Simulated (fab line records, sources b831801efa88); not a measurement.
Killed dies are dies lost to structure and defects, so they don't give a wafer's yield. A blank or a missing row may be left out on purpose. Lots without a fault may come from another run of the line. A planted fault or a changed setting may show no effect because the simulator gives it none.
A struck lot beside a sound one | flow sky130 | 15 steps out of a route of 708
Sound: wafers L524.2, L524.4, L524.5. Struck: wafers L534.1, L534.2, L534.3. The cause comes at the end.
At each step with rows: each side's tool, then ch and its chambers, then its first start. Under that, the readings that differ: sound wafers | struck wafers | difference of the means | sigmas: that difference in standard deviations of wafers without a fault.
alike: readings whose means differ by less than 2 such deviations, and words and numbers that are the same on both sides. not compared: withheld readings, readings that some wafer has no value for, bounds like >300 that may hide the same value, and numbers for which the record gives no deviation and whose values overlap.
The two part at a step that has a row with sigmas, a row that says differs or no value, or rows on one side only. Numbers that don't overlap but have no deviation are shown without sigmas and don't part them. A reading that every wafer of one side lacks parts them only if that side has two wafers or more.

SKY_CONTACT_STRIP_19: strips in O2/N2.
  sound on plasma_asher-03 ch 0,1, day 33 03:32; struck on plasma_asher-04 ch 0,1, day 36 00:44
  reading                      | sound          | struck         | difference | sigmas
  strip_time_to_endpoint_s (s) | 3.68 3.65 3.66 | 3.60 3.62 3.58 | -0.06      | -2
  alike: drypump_motor_current_A, oes_product_au
  not compared: rf_hours_counter_h
then, 3 steps without rows for these wafers: SKY_CONTACT_STRIP_20 (strips in post etch residue remover, time 1200 s); SKY_CONTACT_CLEAN_21 (cleans in IPA, time 180 s); SKY_CONTACT_CLEAN_22 (cleans in O3/DIW).
SKY_CONTACT_SPUTTER_23: material TiN, target thk 20 nm, time 80 s.
  sound on pvd_sputter-03, day 33 04:30; struck on pvd_sputter-04, day 36 01:22
  alike: throttle_valve_pct
then, 1 step without rows for these wafers: SKY_CONTACT_CVD_24 (deposits W, target thk 340 nm, time 102.12 s).
SKY_CONTACT_RS_MEAS_25: measures by four-point-probe.
  sound on film_metro-04, day 33 04:42; struck on film_metro-02, day 36 01:32
  alike: CONTACT_W_RS
SKY_CONTACT_THK_MEAS_26: measures by xrf.
  sound on film_metro-04, day 33 04:49; struck on film_metro-02, day 36 01:40
  alike: CONTACT_W_THK
then, 1 step without rows for these wafers: SKY_CONTACT_CMP_27 (polishes, stops on SiO2, t overpolish 15 s, target thk 0 nm).
SKY_METAL1_SPUTTER_00: material Ti, target thk 15 nm, time 10 s.
  sound on pvd_sputter-02, day 33 05:10; struck on pvd_sputter-02, day 36 02:01
  alike: throttle_valve_pct
then, 1 step without rows for these wafers: SKY_METAL1_SPUTTER_01 (material TiN, target thk 20 nm, time 16.7 s).
SKY_METAL1_SPUTTER_02: material AlCu, target thk 250 nm, time 13.3 s.
  sound on pvd_sputter-02, day 33 05:13; struck on pvd_sputter-02, day 36 02:04
  alike: throttle_valve_pct
SKY_METAL1_SPUTTER_03: material Ti, target thk 5 nm, time 3.3 s.
  sound on pvd_sputter-02, day 33 05:14; struck on pvd_sputter-02, day 36 02:05
  reading                                   | sound             | struck           | difference | sigmas
  model.Ti_of_METAL1_SPUTTER_03.thk_nm (nm) | 5.271 5.248 5.227 | 3.16 3.223 3.278 | -2.03      |
  alike: throttle_valve_pct
SKY_METAL1_SPUTTER_04: material TiN, target thk 70 nm, time 58.3 s.
  sound on pvd_sputter-02, day 33 05:15; struck on pvd_sputter-02, day 36 02:07
  alike: throttle_valve_pct
-- the record jumps here: 13 days lie between the struck wafers' starts before and after (it left off in module METAL1 and takes up again in module PAD_OPEN, whose first step shown is number 708 of the route) --
SKY_PAD_OPEN_PROBE_99:
  sound on prober-01, day 46 23:51; struck on prober-02, day 49 01:22
  reading                    | sound             | struck              | difference | sigmas
  model.etest.met1.rs_ohm_sq | 0.1311 0.13 0.128 | 0.1276 0.1256 0.127 | -0.0030    |
  alike: defect_limited_yield, killed_at_M0_to_M3, killed_at_M4_up, killed_at_contacts, killed_at_front_end, killed_at_other, killed_dies, killed_open, killed_short, sort_bin_3_pad_short, sort_bin_5_function, sort_bin_6_memory, sort_n_pass, sort_yield_pct

WHERE THEY PART
Only at SKY_CONTACT_STRIP_19, within this record. Later steps at which nothing parts them and some readings are alike: SKY_CONTACT_SPUTTER_23, SKY_CONTACT_RS_MEAS_25, SKY_CONTACT_THK_MEAS_26, SKY_METAL1_SPUTTER_00, SKY_METAL1_SPUTTER_02, SKY_METAL1_SPUTTER_03, SKY_METAL1_SPUTTER_04, SKY_PAD_OPEN_PROBE_99.

WHY: what the simulator had put in
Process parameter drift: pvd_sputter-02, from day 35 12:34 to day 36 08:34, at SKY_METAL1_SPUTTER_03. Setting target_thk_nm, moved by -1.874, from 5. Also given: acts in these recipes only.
